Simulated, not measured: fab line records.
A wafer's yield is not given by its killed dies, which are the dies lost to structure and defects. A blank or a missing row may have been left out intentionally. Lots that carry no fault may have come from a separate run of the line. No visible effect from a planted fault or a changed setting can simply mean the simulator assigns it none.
A lot that was struck, set against a sound lot -- flow sky130 -- 22 steps out of a route of 708
Sound: wafers L373.2, L373.3, L373.6. The struck wafers were L376.3, L376.4, L376.5. The cause is given at the end.
Order at every step that has rows: each side's tool, ch and its chambers, its first start. Under that, the readings that differ: sound wafers -- struck wafers -- difference of the means -- sigmas: that difference in standard deviations of wafers without a fault.
alike: readings with means less than 2 such deviations apart, plus words and numbers identical on both sides. not compared: withheld readings, readings lacking a value on some wafer, bounds such as >300 that could conceal the same value, and numbers that have no deviation in the record and whose values overlap.
Wherever a step has rows on one side only, a row that says differs or no value, or a row with sigmas, the two part there. Numbers that have no deviation but don't overlap get no sigmas and don't part them. A reading missing from all wafers of one side parts the sides only when that side holds two or more wafers.

first, 3 steps without rows for these wafers: SKY_POLY_CUT_EXPOSE_05 (exposes mask NPCM, target cd 270 nm); SKY_POLY_CUT_PEB_06; SKY_POLY_CUT_DEVELOP_07 (develop time 60 s).
SKY_POLY_CUT_CD_MEAS_08: the cd target is 270 nm.
  struck on cd_sem-02, day 28 03:04; sound on cd_sem-01, day 27 01:21
  alike: cd_nm
SKY_POLY_CUT_OVL_MEAS_09:
  struck on overlay-02, day 28 03:10; sound on overlay-02, day 27 01:28
  alike: POLY_CUT_OVL
SKY_POLY_CUT_ETCH_10: etches BARC in N2/H2, stops on SiO2, time 45.9 s, target depth 60 nm.
  sound on rie_diel-04 ch 0,1,3, day 27 01:29; struck on rie_diel-04 ch 1,2, day 28 03:11
  alike: bias_w, drypump_motor_current_A, oes_product_au, throttle_valve_pct
  not compared: rf_hours_counter_h
SKY_POLY_CUT_ETCH_11: etches Si3N4 in CF4/CH2F2/Ar, stops on poly-Si, time 42.5 s, target depth 60 nm.
  sound on rie_diel-04 ch 0,1,3, day 27 01:32; struck on rie_diel-04 ch 1,2, day 28 03:14
  alike: bias_w, drypump_motor_current_A, oes_product_au, throttle_valve_pct
  not compared: rf_hours_counter_h
SKY_POLY_CUT_STRIP_12: strips in O2/N2.
  sound on plasma_asher-04 ch 0,1, day 27 01:34; struck on plasma_asher-02 ch 0,1, day 28 03:18
reading,sound,struck,difference,sigmas
drypump_motor_current_A (A),5.7 5.2 5.2,6.3 6.5 6.5,+1.1,+3
strip_time_to_endpoint_s (s),5.401 5.390 5.374,5.356 5.345 5.340,-0.041,-2
  alike: o2_flow_sccm, oes_product_au
  not compared: rf_hours_counter_h
then, 4 steps without rows for these wafers: SKY_SD_P_DEHYDRATE_00 (time 60 s); SKY_SD_P_HMDS_01 (prime time 60 s); SKY_SD_P_COAT_02 (resist thk 1140 nm); SKY_SD_P_SOFTBAKE_03 (time 60 s).
SKY_SD_P_EXPOSE_04: exposes mask PSDM, target cd 380 nm.
  sound on iline_stepper-01 ch 0, day 27 16:15; struck on iline_stepper-02 ch 0, day 28 16:26
reading,sound,struck,difference,sigmas
mask,PSDM#0 PSDM#0 PSDM#0,NSDM#0 NSDM#0 NSDM#0,differs,
  alike: reticle_temp_C
then, 2 steps without rows for these wafers: SKY_SD_P_PEB_05; SKY_SD_P_DEVELOP_06 (develop time 58.29 s).
SKY_SD_P_CD_MEAS_07: the cd target is 380 nm.
  struck on cd_sem-02, day 29 07:16; sound on cd_sem-02, day 28 05:56
reading,sound,struck,difference,sigmas
cd_nm (nm),381.5 382.5 383.1,- - -,no value on the struck wafers,
SKY_SD_P_OVL_MEAS_08:
  struck on overlay-01, day 29 07:21; sound on overlay-01, day 28 06:02
reading,sound,struck,difference,sigmas
SD_P_OVL (nm),0.5 0.2 0.0,- - -,no value on the struck wafers,
next, for these wafers, 1 step has no rows: SKY_SD_P_IMPLANT_09.
SKY_SD_P_STRIP_10: strips in O2/N2.
  sound on plasma_asher-02 ch 0,1, day 28 06:13; struck on plasma_asher-04 ch 0,1, day 29 07:34
reading,sound,struck,difference,sigmas
drypump_motor_current_A (A),6.5 6.5 6.2,5.7 5.2 5.2,-1.0,-3
  alike: o2_flow_sccm, oes_product_au, strip_time_to_endpoint_s
  not compared: rf_hours_counter_h
SKY_SD_P_TW_MEAS_11:
  struck on film_metro-04, day 29 07:38; sound on film_metro-03, day 28 06:20
reading,sound,struck,difference,sigmas
SD_P_TW,2822 2847 2829,30 30 30,-2803,-97
then, 1 step without rows for these wafers: SKY_RES_XHIGH_DEHYDRATE_00 (time 60 s).
-- the record jumps here: 19 days lie between the struck wafers' starts before and after (it left off in module RES_XHIGH and takes up again in module PAD_OPEN, whose first step shown is number 708 of the route) --
SKY_PAD_OPEN_PROBE_99:
  struck on prober-02, day 48 12:25; sound on prober-01, day 47 20:29
reading,sound,struck,difference,sigmas
killed_at_front_end,22 11 22,427 425 414,+404,+88
killed_dies,79 97 102,492 492 492,+399,+42
killed_on_rim,19 21 16,96 96 96,+77,+20
  alike: killed_at_M0_to_M3, killed_at_M4_up, killed_at_contacts, killed_at_other, killed_open, killed_short

## WHERE THEY PART
First at SKY_POLY_CUT_STRIP_12; last, within this record, at SKY_PAD_OPEN_PROBE_99.

WHY: what had been put in by the simulator
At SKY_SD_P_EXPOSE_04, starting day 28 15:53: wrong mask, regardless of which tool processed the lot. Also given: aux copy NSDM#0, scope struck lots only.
